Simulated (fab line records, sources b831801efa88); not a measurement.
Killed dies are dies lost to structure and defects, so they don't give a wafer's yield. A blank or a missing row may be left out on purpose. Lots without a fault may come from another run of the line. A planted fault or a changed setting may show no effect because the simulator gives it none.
Which tool did it? | flow gf180mcu | 13 lots, 39 wafers sampled, at 5 steps of a route of 602

WHAT THE GAUGES READ, wafer by wafer
GF_DUAL_GATE_THK_MEAS_03. Usual: DUAL_GATE_OXIDATION_00_THK 10.82 nm, standard deviation 0.25.
lot  | measured     | on            | DUAL_GATE_OXIDATION_00_THK (nm) | flag
L145 | day 7 14:26  | film_metro-02 | 10.82 10.81 10.90               |
L147 | day 8 04:35  | film_metro-02 | 10.94 11.06 11.17               |
L149 | day 8 18:41  | film_metro-02 | 11.14 11.00 11.06               |
L151 | day 9 06:17  | film_metro-03 | 10.27 10.47 10.49               |
L153 | day 10 06:34 | film_metro-03 | 10.65 10.94 10.81               |
L154 | day 10 17:10 | film_metro-04 | 10.64 10.40 10.53               |
L157 | day 11 05:11 | film_metro-04 | 10.72 10.79 10.69               |
L156 | day 11 09:41 | film_metro-04 | 10.53 10.57 10.54               |
L158 | day 11 16:32 | film_metro-04 | 10.28 10.35 10.54               |
L160 | day 11 22:58 | film_metro-02 | 10.59 10.54 10.67               |
L161 | day 12 05:39 | film_metro-04 | 10.78 10.78 10.61               |
L164 | day 12 22:18 | film_metro-02 | 10.79 10.83 10.93               |
L168 | day 14 06:00 | film_metro-04 | 10.91 10.90 10.97               |

GF_POLY_GATE_CD_MEAS_18. Usual: cd_nm 281.1 nm, standard deviation 2.1.
lot  | measured     | on        | cd_nm (nm)        | flag
L145 | day 9 03:31  | cd_sem-01 | 282.5 281.8 281.5 |
L147 | day 9 19:40  | cd_sem-02 | 279.4 276.8 279.5 |
L149 | day 10 10:19 | cd_sem-02 | 280.9 280.3 281.3 |
L151 | day 11 01:02 | cd_sem-02 | 284.0 284.2 283.7 |
L153 | day 11 23:30 | cd_sem-01 | 280.6 280.4 280.5 |
L154 | day 12 15:23 | cd_sem-01 | 280.8 280.1 281.5 |
L157 | day 12 23:54 | cd_sem-02 | 279.0 284.2 282.2 |
L156 | day 13 05:51 | cd_sem-01 | 277.6 279.7 276.0 |
L158 | day 13 13:20 | cd_sem-01 | 282.3 281.9 283.5 |
L160 | day 13 19:53 | cd_sem-02 | 283.6 278.6 283.3 |
L161 | day 14 03:07 | cd_sem-01 | 282.5 278.0 278.7 |
L164 | day 14 22:01 | cd_sem-01 | 281.2 277.3 281.4 |
L168 | day 16 06:46 | cd_sem-02 | 281.2 283.1 281.0 |

GF_HV_LDD_TW_MEAS_11. Usual: HV_LDD_TW 2424, standard deviation 22.
lot  | measured     | on            | HV_LDD_TW      | flag
L145 | day 9 20:44  | film_metro-03 | 2438 2429 2440 |
L147 | day 10 13:25 | film_metro-03 | 2430 2432 2421 |
L149 | day 11 04:44 | film_metro-04 | 2435 2440 2454 |
L151 | day 11 20:03 | film_metro-01 | 2414 2415 2416 |
L153 | day 12 19:10 | film_metro-01 | 2399 2418 2413 |
L154 | day 13 12:23 | film_metro-01 | 2399 2400 2399 |
L157 | day 13 20:58 | film_metro-04 | 2452 2442 2443 |
L156 | day 14 03:09 | film_metro-04 | 2448 2436 2453 |
L158 | day 14 10:39 | film_metro-01 | 2400 2390 2404 |
L160 | day 14 16:33 | film_metro-03 | 2433 2446 2430 |
L161 | day 15 00:31 | film_metro-04 | 2442 2442 2442 |
L164 | day 15 20:40 | film_metro-04 | 2459 2437 2453 |
L168 | day 17 05:58 | film_metro-01 | 2407 2403 2404 |

GF_SAB_THK_MEAS_01. Usual: SAB_CVD_00_THK 50.0 nm, standard deviation 0.7.
lot  | measured     | on            | SAB_CVD_00_THK (nm) | flag
L145 | day 14 01:59 | film_metro-02 | 49.5 49.9 49.9      |
L147 | day 14 20:28 | film_metro-04 | 49.2 50.5 50.3      |
L149 | day 15 13:50 | film_metro-03 | 49.3 48.9 50.0      |
L151 | day 16 09:02 | film_metro-02 | 49.9 50.9 50.1      |
L153 | day 17 10:28 | film_metro-02 | 49.4 50.4 50.8      |
L154 | day 18 07:10 | film_metro-04 | 48.4 50.0 49.1      |
L157 | day 18 17:11 | film_metro-04 | 49.1 49.8 50.0      |
L156 | day 19 01:50 | film_metro-04 | 48.5 49.5 50.0      |
L158 | day 19 11:14 | film_metro-04 | 51.0 49.3 50.9      |
L160 | day 19 17:24 | film_metro-02 | 47.3 49.7 49.4      |
L161 | day 20 00:37 | film_metro-03 | 50.8 50.4 50.0      |
L164 | day 20 23:13 | film_metro-02 | 49.9 50.0 50.6      |
L168 | day 22 09:18 | film_metro-03 | 49.3 49.7 50.7      |

WHICH TOOL RAN EACH LOT (tool, then ch and the chambers of the sampled wafers, then the start)
lot  | GF_SAB_CVD_00
L145 | pecvd-03 ch 0,1, day 14 01:57
L147 | pecvd-04 ch 1,2, day 14 20:26
L149 | pecvd-01 ch 0,2, day 15 13:40
L151 | pecvd-01 ch 0,2, day 16 09:00
L153 | pecvd-04 ch 0,1, day 17 10:26
L154 | pecvd-01 ch 0,1,2, day 18 07:08
L157 | pecvd-01 ch 0,1, day 18 17:08
L156 | pecvd-03 ch 1,2, day 19 01:49
L158 | pecvd-01 ch 0,2, day 19 11:08
L160 | pecvd-01 ch 0,1,2, day 19 17:23
L161 | pecvd-03 ch 0,1,2, day 20 00:35
L164 | pecvd-04 ch 0,1, day 20 23:12
L168 | pecvd-03 ch 0,1, day 22 09:16
- GF_SAB_CVD_00: deposits SiO2 from TEOS, target thk 50 nm, time 4.9302 s.

WHAT THE TOOLS THEMSELVES READ (means of the sampled wafers that have a number; where no wafer has one, the mark that the record gives instead)
GF_SAB_CVD_00. Usual: heater_power_w 678 W, standard deviation 96; rf_fwd_power_W 588 W, standard deviation 3.2; susceptor_temp_C 399.99 C, standard deviation 0.22.
lot  | tool     | heater_power_w (W) | rf_fwd_power_W (W) | susceptor_temp_C (C) | flag
L145 | pecvd-03 | 608                | 591                | 400.12               |
L147 | pecvd-04 | 647                | 588                | 399.87               |
L149 | pecvd-01 | 697                | 586                | 400.07               |
L151 | pecvd-01 | 848                | 585                | 400.00               |
L153 | pecvd-04 | 697                | 589                | 399.88               |
L154 | pecvd-01 | 751                | 588                | 399.96               |
L157 | pecvd-01 | 703                | 589                | 399.87               |
L156 | pecvd-03 | 713                | 591                | 400.08               |
L158 | pecvd-01 | 815                | 588                | 400.00               |
L160 | pecvd-01 | 772                | 589                | 399.93               |
L161 | pecvd-03 | 641                | 592                | 399.96               |
L164 | pecvd-04 | 698                | 586                | 400.25               |
L168 | pecvd-03 | 640                | 590                | 399.96               |

THE ANSWER, worked out from the rows above alone
Rule: a lot is off if the mean of its wafers that have a number lies more than 3 standard deviations from the usual mean. A lot without any number at a reading at which 4 lots or more have one is off too. The other lots that the step has rows for count as sound. The gauges are gone through in route order, then the tools' own readings, and for those a lot's mean is taken as printed above. The first step at which some lot is off is used, and at that step the reading that is off furthest; a lot without a number counts as furthest.
No lot is off at any reading shown: from this, nothing can be told.

WHAT THE SIMULATOR HAD PUT IN
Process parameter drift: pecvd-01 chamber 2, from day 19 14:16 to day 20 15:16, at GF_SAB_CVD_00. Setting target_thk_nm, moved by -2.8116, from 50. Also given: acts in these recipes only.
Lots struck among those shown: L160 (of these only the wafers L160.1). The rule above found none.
